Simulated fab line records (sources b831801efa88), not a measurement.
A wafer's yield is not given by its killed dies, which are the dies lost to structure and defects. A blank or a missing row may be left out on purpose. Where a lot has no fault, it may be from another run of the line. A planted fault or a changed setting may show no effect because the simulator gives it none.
Code-filled problem report in 8D (eight disciplines) form || flow gf180mcu || the parts of the form that need people (team, actions taken, sign-off) are left out

1. WHAT WENT WRONG
Wafers with no fault read 6499.9 W with a standard deviation of 1.1, whereas cathode-dc-power-W at GF_TOP_METAL_SPUTTER_01 reads a mean of 5663.2 W on 1 wafer of 1 lot. So: -99 or more standard deviations from the usual mean.
The step: material TiN, target thk 30 nm, time 25 s.
First observed at day 30 13:50: wafer L291.2, on pvd-sputter-01. The record has a number at this step for 15 wafers belonging to 5 lots. Rule for "out" (also "out of limits"): further than 4 standard deviations from the usual mean. The rest of the wafers with a number are treated as sound.

2. WHAT THIS IS AND IS NOT
{"question": "which readings at this step", "is": "cathode-dc-power-W", "is not": "throttle-valve-pct"}
{"question": "which lots", "is": "L291", "is not": "L296, L297, L302, L303"}
{"question": "which wafers of those lots", "is": "L291.2", "is not": "L291.1, L291.5"}
{"question": "read on which tools", "is": "pvd-sputter-01", "is not": "pvd-sputter-03, pvd-sputter-04"}
{"question": "when", "is": "from day 30 13:50", "is not": "up to then (2 sound wafers); but 12 sound wafers of L296, L297, L302, L303 came after"}

3. THE SUSPECTS, EACH WITH WHAT RULES IT OUT
Counting: a tool at a process step up to the reading stays a suspect if it ran every lot that is out. Sound lots after the first of them don't rule it out here, since some wafers of a struck lot are sound.
- rie-diel-01 at GF_V5_ETCH_16 (etches BARC in N2/H2): kept. It ran the lot that is out, L291 (day 30 12:16).
- rie-diel-01 at GF_V5_ETCH_17 (etches SiO2 in C4F8/O2/Ar, stops on TiN, target depth 855 nm): kept. It ran the lot that is out, L291 (day 30 13:06). Because GF_V5_ETCH_17 lacks a start for some lots, the hours and order of its lots are taken from GF_V5_SPUTTER_22.
- pvd-sputter-01 at GF_V5_SPUTTER_22 (material TiN, target thk 10 nm, time 40 s): kept. It ran the lot that is out, L291 (day 30 13:06).
- cmp-02 at GF_V5_CMP_26 (polishes, stops on SiO2, t overpolish 15 s, target thk 0 nm): kept. It ran the lot that is out, L291 (day 30 13:26).
- pvd-sputter-01 at GF_TOP_METAL_SPUTTER_00 (material Ti, target thk 37.5 nm, time 150 s): kept. It ran the lot that is out, L291 (day 30 13:44).
- pvd-sputter-01 at GF_TOP_METAL_SPUTTER_01 (material TiN, target thk 30 nm, time 25 s): kept. It ran the lot that is out, L291 (day 30 13:50). Its own cathode-dc-power-W readings are out on those wafers.
Left after counting: rie-diel-01 at GF_V5_ETCH_16, rie-diel-01 at GF_V5_ETCH_17, pvd-sputter-01 at GF_V5_SPUTTER_22, cmp-02 at GF_V5_CMP_26, pvd-sputter-01 at GF_TOP_METAL_SPUTTER_00, pvd-sputter-01 at GF_TOP_METAL_SPUTTER_01.

4. THE CAUSE (what the simulator had put in)
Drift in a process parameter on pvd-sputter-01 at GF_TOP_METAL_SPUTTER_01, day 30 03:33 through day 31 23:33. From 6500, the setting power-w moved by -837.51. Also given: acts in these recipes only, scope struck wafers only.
After counting, 6 suspects remain, this tool included.

5. SEQUENCE OF EFFECTS, ordered by route
Rows list readings where the struck wafers' mean (over those with a number) sits beyond 3 standard deviations from the usual. Readings are gone through only where the record gives a usual standard deviation; hours: the median, over the lots, of the time from a lot's start at the first step in this table giving one to that lot's start at this step; sigmas: the change measured in usual standard deviations.
{"hours": 0, "step": "GF_TOP_METAL_SPUTTER_01", "reading": "cathode-dc-power-W", "usual": "6499.9 W", "on struck wafers": 5663.2, "change": -836.7, "sigmas": "-99 or more"}
It contains these process steps:
- GF_TOP_METAL_SPUTTER_01: material TiN, target thk 30 nm, time 25 s.

6. HOW IT WOULD HAVE BEEN CAUGHT EARLIER
The fault began at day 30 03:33; the first out-of-limits reading in this record came at day 30 13:50, 10 hours later.
